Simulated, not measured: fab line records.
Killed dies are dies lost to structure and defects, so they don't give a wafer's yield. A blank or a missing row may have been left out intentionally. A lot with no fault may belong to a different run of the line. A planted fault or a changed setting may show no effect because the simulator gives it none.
Chamber matching -- flow sky130 -- cmp-01 running SKY_FIELD_ISO_CMP_27: 4 sister chambers
The step polishes, stops on Si3N4, t overpolish 16 s, target thk 457.8 nm. 8 wafers are shown with their chamber, then 9 later ones without.

== WAFERS PAIRED WITH THEIR CHAMBERS ==
wafer,chamber,motor current A (A),time to endpoint s (s)
L303.2,0,11.4,108
L303.4,2,11.2,119
L305.1,3,10.7,116
L305.2,1,13.6,117
L305.6,1,13.8,117
L310.4,0,11.1,112
L310.5,3,10.3,119
L310.6,2,11.0,122

== WAFERS MISSING THEIR CHAMBER ==
wafer,motor current A (A),time to endpoint s (s)
L317.1,10.2,112
L317.2,11.9,110
L317.3,13.3,121
L318.2,13.4,117
L318.3,11.9,107
L318.6,13.3,120
L319.2,10.6,115
L319.4,11.7,107
L319.6,11.0,117

== EACH ONE'S CHAMBER ==
wafer,from the rows above,in truth
L317.1,3,3
L317.2,0,0
L317.3,1,1
L318.2,1,1
L318.3,0,0
L318.6,1,1
L319.2,3,3
L319.4,0,0
L319.6,can't be placed: 2 or 3 or 0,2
8 of 9 placed correctly. From these rows, 1 cannot be placed; in 1 the true chamber is one of the candidates. Number placed wrongly: 0.
How it was worked out, from the rows above alone: a wafer's distance from a chamber is the root of the sum, over the readings, of the square of ((its reading less the chamber's mean) divided by the reading's scatter). The wafer belongs to the nearest chamber; if the next one is less than 2 further off, it can't be placed. A chamber's mean is the mean of its shown wafers. The scatter: the root of (the sum of the squares of (reading less its chamber's mean) over the shown wafers, divided by (wafers less chambers)).
